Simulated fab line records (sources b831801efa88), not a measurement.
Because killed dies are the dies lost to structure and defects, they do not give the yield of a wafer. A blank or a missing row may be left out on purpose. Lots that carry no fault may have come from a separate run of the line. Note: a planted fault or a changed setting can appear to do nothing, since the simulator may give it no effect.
Which tool is to blame?    flow sky130    32 wafers sampled from 11 lots at 1 step of a route of 708

== WHAT THE GAUGES READ, wafer by wafer ==
SKY_METAL3_CD_MEAS_13 targets a cd of 300 nm.
lot   measured      on         cd nm (nm)
L376  day 38 20:12  cd sem-02  299.7 299.3 301.5
L378  day 39 14:29  cd sem-01  300.3 299.4 299.3
L383  day 41 04:14  cd sem-02  299.8 298.6 299.0
L384  day 41 05:29  cd sem-02  298.6 298.9 298.6
L386  day 41 20:30  cd sem-02  300.8 300.8
L387  day 42 04:49  cd sem-01  299.1 298.1 298.3
L388  day 42 10:38  cd sem-01  300.9 301.0 301.3
L394  day 43 22:20  cd sem-02  300.4 300.6 299.4
L396  day 44 11:20  cd sem-01  302.9 301.1 301.4
L398  day 44 20:27  cd sem-02  301.8 300.0 300.2
L397  day 45 01:52  cd sem-02  301.8 299.5 301.3

== WHICH TOOL RAN EACH LOT (tool, then ch and the chambers of the sampled wafers, then the start) ==
Before these readings, the record contains no process step.

== THE ANSWER, worked out from the rows above alone ==
Rule: what is usual is taken from the lots themselves. Put in order of their means at a reading, lots are off if they are a third of the lots or fewer, leave a main group of 4 or more, and stand apart from it by a gap of 3 or more times the standard deviation of the main group's means; of several such gaps the widest counts. A main group whose means are all the same, to the digits that the tables above print for the reading, isn't used. Also off: a lot with no number at a reading for which 4 or more lots have one. All remaining lots with rows at the step are treated as sound.
None of the lots is off at any reading shown; this tells nothing.

== WHAT THE SIMULATOR HAD INSERTED ==
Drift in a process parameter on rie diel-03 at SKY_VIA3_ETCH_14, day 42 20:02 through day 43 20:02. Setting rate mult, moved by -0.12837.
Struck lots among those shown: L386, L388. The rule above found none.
